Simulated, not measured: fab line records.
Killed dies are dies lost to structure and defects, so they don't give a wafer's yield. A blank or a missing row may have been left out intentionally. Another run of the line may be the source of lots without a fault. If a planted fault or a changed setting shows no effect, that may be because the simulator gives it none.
Problem report, 8D (eight disciplines) form, completed by code	flow gf180mcu	the parts of the form that need people (team, actions taken, sign-off) are left out

1. WHAT IS WRONG
Wafers without a fault read 12.62 s, standard deviation 0.039; strip time to endpoint s at GF_SAB_STRIP_13 reads a mean of 13.29 s on 2 wafers belonging to 2 lots. Relative to the usual mean, that is a shift of +17 standard deviations.
The step: strips in O2/N2.
First observed at day 21 12:14: wafer L753.6, on plasma asher-01. At this step, 35 wafers from 12 lots have a number in the record. The rule behind "out" and "out of limits": a value lying over 4 standard deviations away from the usual mean. The rest of the wafers with a number are treated as sound.

2. WHAT IT IS AND WHAT IT IS NOT
question	is	is not
which readings at this step	strip time to endpoint s	drypump motor current A, heater power w, oes product au
which lots	L753, L756	L736, L737, L738, L739, L740, L744, L746, L749, L758, L759
which wafers of those lots	L753.6, L756.1	L753.4, L753.5, L756.5
read on which tools	plasma asher-01	plasma asher-02, plasma asher-04
when	from day 21 12:14	up to then (26 sound wafers); but 7 sound wafers of L756, L758, L759 came after

3. SUSPECTS, AND WHAT RULES EACH OUT
Counting: a tool at a process step up to the reading stays a suspect if it ran every lot that is out. Sound lots after the first of them don't rule it out here, since some wafers of a struck lot are sound.
- litho track-03 at GF_SAB_COAT_04 (resist thk 1000 nm): kept. It processed each lot that is out (first: L753, day 21 00:08); up to then, its last sound lot is L749 (day 19 07:11).
- plasma asher-01 at GF_SAB_STRIP_13 (strips in O2/N2): kept. It processed each lot that is out (first: L753, day 21 12:14); up to then, its last sound lot is L744 (day 18 06:36). Its own strip time to endpoint s readings are out on those wafers.
Remaining after the count are litho track-03 at GF_SAB_COAT_04 and plasma asher-01 at GF_SAB_STRIP_13.

4. THE CAUSE (what the simulator had put in)
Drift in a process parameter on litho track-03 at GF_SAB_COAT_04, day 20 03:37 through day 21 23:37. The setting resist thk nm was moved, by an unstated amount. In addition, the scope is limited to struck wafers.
After counting, 2 suspects remain, this tool included.

5. THE EFFECT CHAIN, in route order
Each row: a reading whose mean over the struck wafers that have a number lies more than 3 standard deviations from the usual. Scope: only readings with a usual standard deviation given in the record; hours: median across lots of the time from each lot's start at the first step in this table that gives one to its start at this step; sigmas: change in usual standard deviations.
hours	step	reading	usual	on struck wafers	change	sigmas
0	GF_SAB_STRIP_13	strip time to endpoint s	12.62 s	13.29	+0.67	+17
The process steps in it:
- GF_SAB_STRIP_13: strips in O2/N2.

6. WHAT WOULD HAVE CAUGHT IT SOONER
In this record the first reading out of limits was taken at day 21 12:14, 33 hours after the fault began at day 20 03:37.
Of the lots that are out (2), L756 began GF_SAB_COAT_04 on litho track-03 after day 21 12:14. Holding the tool at that time would have saved it.
